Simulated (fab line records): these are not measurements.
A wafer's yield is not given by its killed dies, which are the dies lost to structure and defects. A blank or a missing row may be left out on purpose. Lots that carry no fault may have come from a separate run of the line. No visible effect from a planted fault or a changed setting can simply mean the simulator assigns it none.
Which tool is to blame? || flow sky130 || 72 wafers from 24 lots sampled at 6 of the route's 708 steps

## WHAT THE GAUGES READ, wafer by wafer
SKY_DNWELL_TW_MEAS_09. Usual: DNWELL_TW typically reads 1122, with standard deviation 8.
{"lot": "L074", "measured": "day 3 07:01", "on": "film metro-04", "DNWELL_TW": "1123 1124 1120", "flag": ""}
{"lot": "L075", "measured": "day 3 12:31", "on": "film metro-01", "DNWELL_TW": "1126 1125 1128", "flag": ""}
{"lot": "L076", "measured": "day 3 16:00", "on": "film metro-01", "DNWELL_TW": "1125 1126 1131", "flag": ""}
{"lot": "L077", "measured": "day 3 20:37", "on": "film metro-03", "DNWELL_TW": "1104 1106 1106", "flag": ""}
{"lot": "L078", "measured": "day 4 04:00", "on": "film metro-03", "DNWELL_TW": "1109 1108 1119", "flag": ""}
{"lot": "L079", "measured": "day 4 18:34", "on": "film metro-03", "DNWELL_TW": "1115 1115 1107", "flag": ""}
{"lot": "L081", "measured": "day 4 21:55", "on": "film metro-04", "DNWELL_TW": "1124 1124 1126", "flag": ""}
{"lot": "L080", "measured": "day 4 22:16", "on": "film metro-04", "DNWELL_TW": "1126 1123 1120", "flag": ""}
{"lot": "L082", "measured": "day 5 00:07", "on": "film metro-01", "DNWELL_TW": "1119 1124 1121", "flag": ""}
{"lot": "L083", "measured": "day 5 05:33", "on": "film metro-04", "DNWELL_TW": "1126 1122 1120", "flag": ""}
{"lot": "L084", "measured": "day 5 13:01", "on": "film metro-01", "DNWELL_TW": "1125 1127 1129", "flag": ""}
{"lot": "L085", "measured": "day 5 22:55", "on": "film metro-03", "DNWELL_TW": "1117 1117 1113", "flag": ""}
{"lot": "L087", "measured": "day 6 08:13", "on": "film metro-01", "DNWELL_TW": "1128 1123 1121", "flag": ""}
{"lot": "L086", "measured": "day 6 08:16", "on": "film metro-03", "DNWELL_TW": "1097 1105 1103", "flag": ""}
{"lot": "L088", "measured": "day 6 13:31", "on": "film metro-04", "DNWELL_TW": "1129 1125 1122", "flag": ""}
{"lot": "L089", "measured": "day 6 19:21", "on": "film metro-04", "DNWELL_TW": "1122 1129 1135", "flag": ""}
{"lot": "L090", "measured": "day 6 22:07", "on": "film metro-01", "DNWELL_TW": "1120 1120 1120", "flag": ""}
{"lot": "L091", "measured": "day 7 03:09", "on": "film metro-01", "DNWELL_TW": "1136 1134 1141", "flag": ""}
{"lot": "L093", "measured": "day 7 11:26", "on": "film metro-04", "DNWELL_TW": "1124 1135 1125", "flag": ""}
{"lot": "L092", "measured": "day 7 13:12", "on": "film metro-04", "DNWELL_TW": "1126 1128 1118", "flag": ""}
{"lot": "L094", "measured": "day 7 17:40", "on": "film metro-03", "DNWELL_TW": "1114 1117 1115", "flag": ""}
{"lot": "L095", "measured": "day 8 00:16", "on": "film metro-04", "DNWELL_TW": "1132 1128 1128", "flag": ""}
{"lot": "L096", "measured": "day 8 03:04", "on": "film metro-04", "DNWELL_TW": "1121 1125 1120", "flag": ""}
{"lot": "L097", "measured": "day 8 07:50", "on": "film metro-04", "DNWELL_TW": "1125 1127 1125", "flag": ""}

SKY_VT_ADJUST_NCORE_OVL_MEAS_08. Usual: VT_ADJUST_NCORE_OVL typically reads 0.3 nm, with standard deviation 1.4.
{"lot": "L074", "measured": "day 8 14:26", "on": "overlay-01", "VT_ADJUST_NCORE_OVL (nm)": "0.4 -1.9 0.0", "flag": ""}
{"lot": "L075", "measured": "day 8 22:48", "on": "overlay-01", "VT_ADJUST_NCORE_OVL (nm)": "2.4 0.9 3.0", "flag": ""}
{"lot": "L076", "measured": "day 9 03:35", "on": "overlay-01", "VT_ADJUST_NCORE_OVL (nm)": "-2.6 -2.5 -2.1", "flag": ""}
{"lot": "L077", "measured": "day 9 07:56", "on": "overlay-01", "VT_ADJUST_NCORE_OVL (nm)": "0.8 -1.7 1.8", "flag": ""}
{"lot": "L078", "measured": "day 9 19:16", "on": "overlay-02", "VT_ADJUST_NCORE_OVL (nm)": "0.1 2.0 1.0", "flag": ""}
{"lot": "L079", "measured": "day 10 14:26", "on": "overlay-01", "VT_ADJUST_NCORE_OVL (nm)": "-1.6 0.9 0.5", "flag": ""}
{"lot": "L081", "measured": "day 10 18:42", "on": "overlay-02", "VT_ADJUST_NCORE_OVL (nm)": "0.9 1.3 1.2", "flag": ""}
{"lot": "L080", "measured": "day 10 19:42", "on": "overlay-01", "VT_ADJUST_NCORE_OVL (nm)": "-1.4 -1.1 -1.2", "flag": ""}
{"lot": "L082", "measured": "day 10 22:49", "on": "overlay-02", "VT_ADJUST_NCORE_OVL (nm)": "3.8 0.1 1.1", "flag": ""}
{"lot": "L083", "measured": "day 11 05:26", "on": "overlay-02", "VT_ADJUST_NCORE_OVL (nm)": "3.0 1.5 1.6", "flag": ""}
{"lot": "L084", "measured": "day 11 14:00", "on": "overlay-02", "VT_ADJUST_NCORE_OVL (nm)": "-0.4 -1.9 -0.6", "flag": ""}
{"lot": "L085", "measured": "day 12 05:01", "on": "overlay-01", "VT_ADJUST_NCORE_OVL (nm)": "1.5 1.7 0.7", "flag": ""}
{"lot": "L087", "measured": "day 12 15:16", "on": "overlay-01", "VT_ADJUST_NCORE_OVL (nm)": "-0.5 0.7 1.2", "flag": ""}
{"lot": "L086", "measured": "day 12 16:29", "on": "overlay-01", "VT_ADJUST_NCORE_OVL (nm)": "0.8 1.7 0.3", "flag": ""}
{"lot": "L088", "measured": "day 13 00:23", "on": "overlay-01", "VT_ADJUST_NCORE_OVL (nm)": "-0.6 0.7 -1.0", "flag": ""}
{"lot": "L089", "measured": "day 13 08:29", "on": "overlay-02", "VT_ADJUST_NCORE_OVL (nm)": "-0.5 -0.2 0.9", "flag": ""}
{"lot": "L090", "measured": "day 13 12:48", "on": "overlay-02", "VT_ADJUST_NCORE_OVL (nm)": "-0.6 -0.4 -0.4", "flag": ""}
{"lot": "L091", "measured": "day 13 18:34", "on": "overlay-02", "VT_ADJUST_NCORE_OVL (nm)": "0.4 -1.0 -0.3", "flag": ""}
{"lot": "L093", "measured": "day 14 04:05", "on": "overlay-02", "VT_ADJUST_NCORE_OVL (nm)": "1.5 1.0 1.5", "flag": ""}
{"lot": "L092", "measured": "day 14 06:20", "on": "overlay-01", "VT_ADJUST_NCORE_OVL (nm)": "0.2 2.2 -0.5", "flag": ""}
{"lot": "L094", "measured": "day 14 12:38", "on": "overlay-01", "VT_ADJUST_NCORE_OVL (nm)": "0.2 0.3 -0.2", "flag": ""}
{"lot": "L095", "measured": "day 14 22:42", "on": "overlay-01", "VT_ADJUST_NCORE_OVL (nm)": "-2.5 -0.3 -0.9", "flag": ""}
{"lot": "L096", "measured": "day 15 00:39", "on": "overlay-01", "VT_ADJUST_NCORE_OVL (nm)": "0.9 -0.4 -0.1", "flag": ""}
{"lot": "L097", "measured": "day 15 07:56", "on": "overlay-01", "VT_ADJUST_NCORE_OVL (nm)": "-0.5 1.2 0.2", "flag": ""}

SKY_VT_ADJUST_NCORE_TW_MEAS_11. Usual: VT_ADJUST_NCORE_TW typically reads 221.5, with standard deviation 1.2.
{"lot": "L074", "measured": "day 8 14:44", "on": "film metro-02", "VT_ADJUST_NCORE_TW": "222.7 220.5 220.5", "flag": ""}
{"lot": "L075", "measured": "day 8 23:05", "on": "film metro-04", "VT_ADJUST_NCORE_TW": "222.2 221.4 222.0", "flag": ""}
{"lot": "L076", "measured": "day 9 03:52", "on": "film metro-04", "VT_ADJUST_NCORE_TW": "219.6 220.7 223.2", "flag": ""}
{"lot": "L077", "measured": "day 9 08:14", "on": "film metro-04", "VT_ADJUST_NCORE_TW": "220.5 221.3 222.5", "flag": ""}
{"lot": "L078", "measured": "day 9 19:34", "on": "film metro-02", "VT_ADJUST_NCORE_TW": "221.8 220.7 221.9", "flag": ""}
{"lot": "L079", "measured": "day 10 14:43", "on": "film metro-02", "VT_ADJUST_NCORE_TW": "221.3 222.2 221.0", "flag": ""}
{"lot": "L081", "measured": "day 10 18:59", "on": "film metro-01", "VT_ADJUST_NCORE_TW": "223.0 222.7 222.9", "flag": ""}
{"lot": "L080", "measured": "day 10 20:00", "on": "film metro-01", "VT_ADJUST_NCORE_TW": "223.6 222.1 221.8", "flag": ""}
{"lot": "L082", "measured": "day 10 23:06", "on": "film metro-02", "VT_ADJUST_NCORE_TW": "221.4 221.7 221.4", "flag": ""}
{"lot": "L083", "measured": "day 11 05:43", "on": "film metro-02", "VT_ADJUST_NCORE_TW": "222.7 222.1 222.2", "flag": ""}
{"lot": "L084", "measured": "day 11 14:17", "on": "film metro-01", "VT_ADJUST_NCORE_TW": "222.6 222.0 221.4", "flag": ""}
{"lot": "L085", "measured": "day 12 05:19", "on": "film metro-04", "VT_ADJUST_NCORE_TW": "221.1 220.6 220.7", "flag": ""}
{"lot": "L087", "measured": "day 12 15:34", "on": "film metro-04", "VT_ADJUST_NCORE_TW": "220.8 221.8 220.0", "flag": ""}
{"lot": "L086", "measured": "day 12 16:46", "on": "film metro-02", "VT_ADJUST_NCORE_TW": "220.7 221.5 220.1", "flag": ""}
{"lot": "L088", "measured": "day 13 00:41", "on": "film metro-02", "VT_ADJUST_NCORE_TW": "221.0 220.0 221.1", "flag": ""}
{"lot": "L089", "measured": "day 13 08:47", "on": "film metro-04", "VT_ADJUST_NCORE_TW": "220.2 219.2 218.9", "flag": ""}
{"lot": "L090", "measured": "day 13 13:05", "on": "film metro-02", "VT_ADJUST_NCORE_TW": "220.9 220.5 221.8", "flag": ""}
{"lot": "L091", "measured": "day 13 18:52", "on": "film metro-04", "VT_ADJUST_NCORE_TW": "220.0 220.1 219.4", "flag": ""}
{"lot": "L093", "measured": "day 14 04:23", "on": "film metro-04", "VT_ADJUST_NCORE_TW": "220.8 221.0 220.4", "flag": ""}
{"lot": "L092", "measured": "day 14 06:38", "on": "film metro-01", "VT_ADJUST_NCORE_TW": "224.1 222.6 223.3", "flag": ""}
{"lot": "L094", "measured": "day 14 12:56", "on": "film metro-01", "VT_ADJUST_NCORE_TW": "223.6 223.5 223.7", "flag": ""}
{"lot": "L095", "measured": "day 14 22:59", "on": "film metro-01", "VT_ADJUST_NCORE_TW": "223.0 222.1 223.0", "flag": ""}
{"lot": "L096", "measured": "day 15 00:56", "on": "film metro-04", "VT_ADJUST_NCORE_TW": "221.2 220.4 220.4", "flag": ""}
{"lot": "L097", "measured": "day 15 08:13", "on": "film metro-02", "VT_ADJUST_NCORE_TW": "221.7 221.0 220.4", "flag": ""}

SKY_VT_ADJUST_PCH_OVL_MEAS_07. Usual: VT_ADJUST_PCH_OVL typically reads 0.4 nm, with standard deviation 1.2.
{"lot": "L074", "measured": "day 10 10:34", "on": "overlay-01", "VT_ADJUST_PCH_OVL (nm)": "1.2 0.5 0.6", "flag": ""}
{"lot": "L075", "measured": "day 10 18:29", "on": "overlay-01", "VT_ADJUST_PCH_OVL (nm)": "2.9 1.5 1.8", "flag": ""}
{"lot": "L076", "measured": "day 10 23:52", "on": "overlay-02", "VT_ADJUST_PCH_OVL (nm)": "1.1 1.0 0.0", "flag": ""}
{"lot": "L077", "measured": "day 11 05:42", "on": "overlay-01", "VT_ADJUST_PCH_OVL (nm)": "-0.2 0.5 -0.8", "flag": ""}
{"lot": "L078", "measured": "day 11 17:04", "on": "overlay-02", "VT_ADJUST_PCH_OVL (nm)": "-1.0 -0.2 -0.9", "flag": ""}
{"lot": "L079", "measured": "day 12 13:36", "on": "overlay-02", "VT_ADJUST_PCH_OVL (nm)": "-0.3 1.7 1.7", "flag": ""}
{"lot": "L081", "measured": "day 12 18:20", "on": "overlay-01", "VT_ADJUST_PCH_OVL (nm)": "1.1 -1.4 0.6", "flag": ""}
{"lot": "L080", "measured": "day 12 20:05", "on": "overlay-02", "VT_ADJUST_PCH_OVL (nm)": "1.0 -0.8 -0.1", "flag": ""}
{"lot": "L082", "measured": "day 12 23:07", "on": "overlay-01", "VT_ADJUST_PCH_OVL (nm)": "-2.5 -1.8 -1.5", "flag": ""}
{"lot": "L083", "measured": "day 13 07:28", "on": "overlay-01", "VT_ADJUST_PCH_OVL (nm)": "2.1 3.0 3.7", "flag": ""}
{"lot": "L084", "measured": "day 13 15:37", "on": "overlay-01", "VT_ADJUST_PCH_OVL (nm)": "0.3 0.9 0.6", "flag": ""}
{"lot": "L085", "measured": "day 14 08:40", "on": "overlay-01", "VT_ADJUST_PCH_OVL (nm)": "0.2 0.5 0.4", "flag": ""}
{"lot": "L087", "measured": "day 14 17:43", "on": "overlay-02", "VT_ADJUST_PCH_OVL (nm)": "-0.3 -0.8 1.6", "flag": ""}
{"lot": "L086", "measured": "day 14 20:23", "on": "overlay-02", "VT_ADJUST_PCH_OVL (nm)": "0.7 -1.9 -0.2", "flag": ""}
{"lot": "L088", "measured": "day 15 04:46", "on": "overlay-01", "VT_ADJUST_PCH_OVL (nm)": "2.1 1.5 1.9", "flag": ""}
{"lot": "L089", "measured": "day 15 13:16", "on": "overlay-02", "VT_ADJUST_PCH_OVL (nm)": "1.3 2.4 -0.1", "flag": ""}
{"lot": "L090", "measured": "day 15 17:23", "on": "overlay-02", "VT_ADJUST_PCH_OVL (nm)": "-0.1 0.6 0.0", "flag": ""}
{"lot": "L091", "measured": "day 15 23:13", "on": "overlay-02", "VT_ADJUST_PCH_OVL (nm)": "-0.9 -0.5 0.0", "flag": ""}
{"lot": "L093", "measured": "day 16 09:22", "on": "overlay-02", "VT_ADJUST_PCH_OVL (nm)": "2.5 0.6 0.9", "flag": ""}
{"lot": "L092", "measured": "day 16 12:37", "on": "overlay-01", "VT_ADJUST_PCH_OVL (nm)": "-0.1 0.5 2.5", "flag": ""}
{"lot": "L094", "measured": "day 16 18:46", "on": "overlay-02", "VT_ADJUST_PCH_OVL (nm)": "0.5 0.0 0.2", "flag": ""}
{"lot": "L095", "measured": "day 17 06:55", "on": "overlay-01", "VT_ADJUST_PCH_OVL (nm)": "0.2 -1.1 0.6", "flag": ""}
{"lot": "L096", "measured": "day 17 08:04", "on": "overlay-02", "VT_ADJUST_PCH_OVL (nm)": "-0.4 0.0 -0.6", "flag": ""}
{"lot": "L097", "measured": "day 17 16:43", "on": "overlay-01", "VT_ADJUST_PCH_OVL (nm)": "0.2 -1.5 -1.3", "flag": ""}

SKY_POLY_GATE_CD_MEAS_22. Usual: cd nm at 147.7 nm, with a standard deviation of 2.5.
{"lot": "L074", "measured": "day 16 15:55", "on": "cd sem-02", "cd nm (nm)": "150.3 148.8 148.9", "flag": ""}
{"lot": "L075", "measured": "day 16 23:29", "on": "cd sem-01", "cd nm (nm)": "150.3 146.6 147.9", "flag": ""}
{"lot": "L076", "measured": "day 17 11:41", "on": "cd sem-02", "cd nm (nm)": "151.4 147.3 150.6", "flag": ""}
{"lot": "L077", "measured": "day 17 11:52", "on": "cd sem-02", "cd nm (nm)": "151.8 145.4 146.5", "flag": ""}
{"lot": "L078", "measured": "day 18 07:28", "on": "cd sem-02", "cd nm (nm)": "148.0 147.1 151.1", "flag": ""}
{"lot": "L079", "measured": "day 19 07:47", "on": "cd sem-02", "cd nm (nm)": "149.1 142.6 144.4", "flag": ""}
{"lot": "L081", "measured": "day 19 13:14", "on": "cd sem-01", "cd nm (nm)": "148.5 146.7 144.8", "flag": ""}
{"lot": "L080", "measured": "day 19 13:04", "on": "cd sem-01", "cd nm (nm)": "146.2 149.1 143.7", "flag": ""}
{"lot": "L082", "measured": "day 19 21:32", "on": "cd sem-02", "cd nm (nm)": "149.3 147.9 145.8", "flag": ""}
{"lot": "L083", "measured": "day 20 04:09", "on": "cd sem-01", "cd nm (nm)": "143.7 151.9 149.5", "flag": ""}
{"lot": "L084", "measured": "day 20 12:56", "on": "cd sem-01", "cd nm (nm)": "148.2 152.8 146.2", "flag": ""}
{"lot": "L085", "measured": "day 21 02:50", "on": "cd sem-01", "cd nm (nm)": "150.8 147.2 152.9", "flag": ""}
{"lot": "L087", "measured": "day 21 14:31", "on": "cd sem-02", "cd nm (nm)": "148.6 145.4 147.8", "flag": ""}
{"lot": "L086", "measured": "day 21 23:05", "on": "cd sem-02", "cd nm (nm)": "147.6 144.1 145.7", "flag": ""}
{"lot": "L088", "measured": "day 22 06:54", "on": "cd sem-02", "cd nm (nm)": "144.8 147.7 146.4", "flag": ""}
{"lot": "L089", "measured": "day 22 19:25", "on": "cd sem-02", "cd nm (nm)": "149.4 150.5 149.7", "flag": ""}
{"lot": "L090", "measured": "day 22 18:14", "on": "cd sem-02", "cd nm (nm)": "150.1 147.4 147.6", "flag": ""}
{"lot": "L091", "measured": "day 23 00:19", "on": "cd sem-01", "cd nm (nm)": "148.4 146.2 148.8", "flag": ""}
{"lot": "L093", "measured": "day 23 11:29", "on": "cd sem-02", "cd nm (nm)": "150.1 148.6 147.9", "flag": ""}
{"lot": "L092", "measured": "day 23 12:52", "on": "cd sem-02", "cd nm (nm)": "149.0 151.7 150.2", "flag": ""}
{"lot": "L094", "measured": "day 23 19:12", "on": "cd sem-02", "cd nm (nm)": "147.6 146.9 143.3", "flag": ""}
{"lot": "L095", "measured": "day 24 08:59", "on": "cd sem-01", "cd nm (nm)": "141.8 146.2 148.0", "flag": ""}
{"lot": "L096", "measured": "day 24 08:04", "on": "cd sem-02", "cd nm (nm)": "146.6 145.3 147.3", "flag": ""}
{"lot": "L097", "measured": "day 24 19:01", "on": "cd sem-02", "cd nm (nm)": "140.9 148.7 148.0", "flag": ""}

## TOOL THAT RAN EACH LOT (tool first, then ch and the chambers of the sampled wafers, then the start)
{"lot": "L074", "SKY_SONOS_ONO_STRIP_17": "plasma asher-02 ch 0,1, day 12 16:08"}
{"lot": "L075", "SKY_SONOS_ONO_STRIP_17": "plasma asher-01 ch 0,1, day 13 00:14"}
{"lot": "L076", "SKY_SONOS_ONO_STRIP_17": "plasma asher-02 ch 0,1, day 13 05:25"}
{"lot": "L077", "SKY_SONOS_ONO_STRIP_17": "plasma asher-04 ch 0,1, day 13 13:41"}
{"lot": "L078", "SKY_SONOS_ONO_STRIP_17": "plasma asher-04 ch 0,1, day 14 03:05"}
{"lot": "L079", "SKY_SONOS_ONO_STRIP_17": "plasma asher-01 ch 0,1, day 15 02:29"}
{"lot": "L081", "SKY_SONOS_ONO_STRIP_17": "plasma asher-02 ch 0,1, day 15 06:33"}
{"lot": "L080", "SKY_SONOS_ONO_STRIP_17": "plasma asher-01 ch 0,1, day 15 06:40"}
{"lot": "L082", "SKY_SONOS_ONO_STRIP_17": "plasma asher-02 ch 0,1, day 15 13:11"}
{"lot": "L083", "SKY_SONOS_ONO_STRIP_17": "plasma asher-04 ch 0,1, day 15 19:44"}
{"lot": "L084", "SKY_SONOS_ONO_STRIP_17": "plasma asher-02 ch 0,1, day 16 05:31"}
{"lot": "L085", "SKY_SONOS_ONO_STRIP_17": "plasma asher-01 ch 0,1, day 16 23:35"}
{"lot": "L087", "SKY_SONOS_ONO_STRIP_17": "plasma asher-04 ch 0,1, day 17 08:52"}
{"lot": "L086", "SKY_SONOS_ONO_STRIP_17": "plasma asher-01 ch 1, day 17 14:41"}
{"lot": "L088", "SKY_SONOS_ONO_STRIP_17": "plasma asher-01 ch 0,1, day 17 21:46"}
{"lot": "L089", "SKY_SONOS_ONO_STRIP_17": "plasma asher-02 ch 0,1, day 18 09:13"}
{"lot": "L090", "SKY_SONOS_ONO_STRIP_17": "plasma asher-04 ch 0,1, day 18 13:47"}
{"lot": "L091", "SKY_SONOS_ONO_STRIP_17": "plasma asher-04 ch 0,1, day 18 18:38"}
{"lot": "L093", "SKY_SONOS_ONO_STRIP_17": "plasma asher-01 ch 0,1, day 19 02:13"}
{"lot": "L092", "SKY_SONOS_ONO_STRIP_17": "plasma asher-01 ch 1, day 19 05:55"}
{"lot": "L094", "SKY_SONOS_ONO_STRIP_17": "plasma asher-01 ch 0,1, day 19 10:58"}
{"lot": "L095", "SKY_SONOS_ONO_STRIP_17": "plasma asher-04 ch 0,1, day 20 00:41"}
{"lot": "L096", "SKY_SONOS_ONO_STRIP_17": "plasma asher-04 ch 0,1, day 20 02:54"}
{"lot": "L097", "SKY_SONOS_ONO_STRIP_17": "plasma asher-01 ch 0,1, day 20 15:17"}
- SKY_SONOS_ONO_STRIP_17: strips in O2/N2.

## AS READ BY THE TOOLS THEMSELVES (means over the sampled wafers that have a number; for cases with no such wafer, the mark the record gives instead)
SKY_SONOS_ONO_STRIP_17. Usual: drypump motor current A 5.5 A, standard deviation 0.36; oes product au 0.710 a.u., standard deviation 0.0043; strip time to endpoint s 14.10 s, standard deviation 0.042.
{"lot": "L074", "tool": "plasma asher-02", "drypump motor current A (A)": 5.8, "oes product au (a.u.)": 0.706, "strip time to endpoint s (s)": 14.09, "flag": ""}
{"lot": "L075", "tool": "plasma asher-01", "drypump motor current A (A)": 5.1, "oes product au (a.u.)": 0.710, "strip time to endpoint s (s)": 14.07, "flag": ""}
{"lot": "L076", "tool": "plasma asher-02", "drypump motor current A (A)": 5.8, "oes product au (a.u.)": 0.708, "strip time to endpoint s (s)": 14.13, "flag": ""}
{"lot": "L077", "tool": "plasma asher-04", "drypump motor current A (A)": 5.9, "oes product au (a.u.)": 0.706, "strip time to endpoint s (s)": 14.13, "flag": ""}
{"lot": "L078", "tool": "plasma asher-04", "drypump motor current A (A)": 5.7, "oes product au (a.u.)": 0.710, "strip time to endpoint s (s)": 14.10, "flag": ""}
{"lot": "L079", "tool": "plasma asher-01", "drypump motor current A (A)": 5.1, "oes product au (a.u.)": 0.707, "strip time to endpoint s (s)": 14.09, "flag": ""}
{"lot": "L081", "tool": "plasma asher-02", "drypump motor current A (A)": 5.8, "oes product au (a.u.)": 0.710, "strip time to endpoint s (s)": 14.08, "flag": ""}
{"lot": "L080", "tool": "plasma asher-01", "drypump motor current A (A)": 5.3, "oes product au (a.u.)": 0.711, "strip time to endpoint s (s)": 14.07, "flag": ""}
{"lot": "L082", "tool": "plasma asher-02", "drypump motor current A (A)": 5.8, "oes product au (a.u.)": 0.709, "strip time to endpoint s (s)": 14.06, "flag": ""}
{"lot": "L083", "tool": "plasma asher-04", "drypump motor current A (A)": 5.7, "oes product au (a.u.)": 0.711, "strip time to endpoint s (s)": 14.08, "flag": ""}
{"lot": "L084", "tool": "plasma asher-02", "drypump motor current A (A)": 5.8, "oes product au (a.u.)": 0.710, "strip time to endpoint s (s)": 14.16, "flag": ""}
{"lot": "L085", "tool": "plasma asher-01", "drypump motor current A (A)": 5.2, "oes product au (a.u.)": 0.714, "strip time to endpoint s (s)": 14.16, "flag": ""}
{"lot": "L087", "tool": "plasma asher-04", "drypump motor current A (A)": 5.9, "oes product au (a.u.)": 0.709, "strip time to endpoint s (s)": 14.07, "flag": ""}
{"lot": "L086", "tool": "plasma asher-01", "drypump motor current A (A)": 5.4, "oes product au (a.u.)": 0.708, "strip time to endpoint s (s)": 14.04, "flag": ""}
{"lot": "L088", "tool": "plasma asher-01", "drypump motor current A (A)": 5.3, "oes product au (a.u.)": 0.712, "strip time to endpoint s (s)": 14.10, "flag": ""}
{"lot": "L089", "tool": "plasma asher-02", "drypump motor current A (A)": 5.8, "oes product au (a.u.)": 0.710, "strip time to endpoint s (s)": 14.05, "flag": ""}
{"lot": "L090", "tool": "plasma asher-04", "drypump motor current A (A)": 5.7, "oes product au (a.u.)": 0.713, "strip time to endpoint s (s)": 14.13, "flag": ""}
{"lot": "L091", "tool": "plasma asher-04", "drypump motor current A (A)": 5.7, "oes product au (a.u.)": 0.711, "strip time to endpoint s (s)": 14.10, "flag": ""}
{"lot": "L093", "tool": "plasma asher-01", "drypump motor current A (A)": 5.3, "oes product au (a.u.)": 0.714, "strip time to endpoint s (s)": 14.13, "flag": ""}
{"lot": "L092", "tool": "plasma asher-01", "drypump motor current A (A)": 5.4, "oes product au (a.u.)": 0.712, "strip time to endpoint s (s)": 14.09, "flag": ""}
{"lot": "L094", "tool": "plasma asher-01", "drypump motor current A (A)": 5.2, "oes product au (a.u.)": 0.705, "strip time to endpoint s (s)": 14.10, "flag": ""}
{"lot": "L095", "tool": "plasma asher-04", "drypump motor current A (A)": 5.7, "oes product au (a.u.)": 0.707, "strip time to endpoint s (s)": 14.15, "flag": ""}
{"lot": "L096", "tool": "plasma asher-04", "drypump motor current A (A)": 5.7, "oes product au (a.u.)": 0.708, "strip time to endpoint s (s)": 14.01, "flag": ""}
{"lot": "L097", "tool": "plasma asher-01", "drypump motor current A (A)": 5.1, "oes product au (a.u.)": 0.705, "strip time to endpoint s (s)": 14.17, "flag": ""}

## THE ANSWER, worked out from the rows above alone
Rule: take the mean of a lot's wafers that have a number; if it is more than 3 standard deviations from the usual mean, the lot is off. A lot without any number at a reading at which 4 lots or more have one is off too. The other lots that the step has rows for count as sound. Order of review: gauges by route order, followed by the tools' own readings, for which a lot's mean as printed above is used. At the first step where some lot is off, the reading lying furthest off is the one used; lots without a number count as furthest.
Across all readings shown, no lot is off: no conclusion can be drawn from this.

## WHAT THE SIMULATOR PUT IN
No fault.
